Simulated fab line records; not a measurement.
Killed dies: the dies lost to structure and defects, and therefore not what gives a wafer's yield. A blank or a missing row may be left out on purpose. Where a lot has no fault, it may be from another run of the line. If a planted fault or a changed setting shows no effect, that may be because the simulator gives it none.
Struck lot and sound lot, side by side || flow gf180mcu || 15 steps out of a route of 602
Sound: the wafers L521.1, L521.2, L521.4. Wafers L517.1, L517.3, L517.5 were the ones struck. Last of all comes the cause.
Per side, at each step with rows, come the tool, then ch with its chambers, and then its first start. Under that, the readings that differ: sound wafers || struck wafers || difference of the means || sigmas: that difference in standard deviations of wafers without a fault.
alike: same words and numbers on both sides, and readings whose means sit less than 2 such deviations apart. not compared: any withheld reading, any reading some wafer has no value for, any bound like >300 that may hide the same value, and any number with overlapping values for which the record gives no deviation.
Wherever a step has rows on one side only, a row that says differs or no value, or a row with sigmas, the two part there. Numbers that don't overlap but have no deviation are shown without sigmas and don't part them. A reading missing from all wafers of one side parts the sides only when that side holds two or more wafers.

first, 3 steps without rows for these wafers: GF_V3_EXPOSE_11 (exposes mask Via3, target cd 260 nm); GF_V3_PEB_12 (peb time 90 s); GF_V3_DEVELOP_13 (develop time 57.17 s).
GF_V3_CD_MEAS_14: target cd 260 nm.
  sound: cd sem-02 at day 29 05:20; struck: cd sem-01 at day 27 23:38
{"reading": "cd nm (nm)", "sound": "261.7 260.7 261.2", "struck": "258.2 258.1 259.0", "difference": -2.8, "sigmas": -2}
GF_V3_OVL_MEAS_15:
  sound: overlay-01 at day 29 05:28; struck: overlay-02 at day 27 23:45
  alike: V3_OVL
GF_V3_ETCH_16: etches BARC in N2/H2.
  sound on rie diel-03 ch 0,1,3, day 29 05:29; struck on rie diel-04 ch 2,3, day 27 23:47
  alike: drypump motor current A, oes product au, rf fwd power W, throttle valve pct
GF_V3_ETCH_17: etches SiO2 in C4F8/O2/Ar, stops on TiN, target depth 635 nm.
  sound on rie diel-03 ch 0,1,3; struck on rie diel-04 ch 2,3
  alike: oes product au, rf fwd power W
GF_V3_STRIP_18: strips in O2/N2.
  sound on plasma asher-01 ch 0,1, day 29 05:38; struck on plasma asher-01 ch 0, day 27 23:55
  alike: drypump motor current A, heater power w, o2 flow sccm, oes product au
  not compared: rf hours counter h
then, 2 steps without rows for these wafers: GF_V3_STRIP_19 (strips in post etch residue remover, time 1200 s); GF_V3_CLEAN_20 (cleans in DIW).
GF_V3_SPUTTER_21: material Ti, target thk 15 nm, time 80.02 s.
  sound: pvd sputter-01 at day 29 06:11; struck: pvd sputter-01 at day 28 00:27
  alike: cathode dc power W, throttle valve pct
GF_V3_SPUTTER_22: material TiN, target thk 10 nm, time 40 s.
  sound: pvd sputter-01 at day 29 06:15; struck: pvd sputter-01 at day 28 00:31
  alike: cathode dc power W, throttle valve pct
GF_V3_CVD_23: deposits W, target thk 350 nm, time 104.9 s.
  sound on cvd w-01 ch 0,1, day 29 06:17; struck on cvd w-02 ch 0,1, day 28 00:33
{"reading": "heater power w (W)", "sound": "975 773 967", "struck": "993 1277 1295", "difference": "+283", "sigmas": "+3"}
{"reading": "susceptor temp C (C)", "sound": "399.89 400.04 399.68", "struck": "440.73 440.76 440.63", "difference": "+40.84", "sigmas": "+99 or more"}
{"reading": "model.W_of_V3_CVD_23.thk nm (nm)", "sound": "346.8 349.1 347.6", "struck": "593.5 583.1 585.7", "difference": "+239.6", "sigmas": ""}
GF_V3_RS_MEAS_24: the measuring method here is four-point-probe.
  sound: film metro-01 at day 29 06:24; struck: film metro-04 at day 28 00:57
{"reading": "V3_W_RS (ohm/sq)", "sound": "0.330 0.329 0.329", "struck": "0.193 0.196 0.195", "difference": -0.135, "sigmas": -27}
  not compared: hold
GF_PASSIVATION_PROBE_99:
  the record holds rows for the sound wafers here (prober-01, day 34 17:08) but none for the struck ones

== WHERE THEY PART ==
At GF_V3_CD_MEAS_14 first; at GF_PASSIVATION_PROBE_99 last (within this record only).

WHY: what had been put in by the simulator
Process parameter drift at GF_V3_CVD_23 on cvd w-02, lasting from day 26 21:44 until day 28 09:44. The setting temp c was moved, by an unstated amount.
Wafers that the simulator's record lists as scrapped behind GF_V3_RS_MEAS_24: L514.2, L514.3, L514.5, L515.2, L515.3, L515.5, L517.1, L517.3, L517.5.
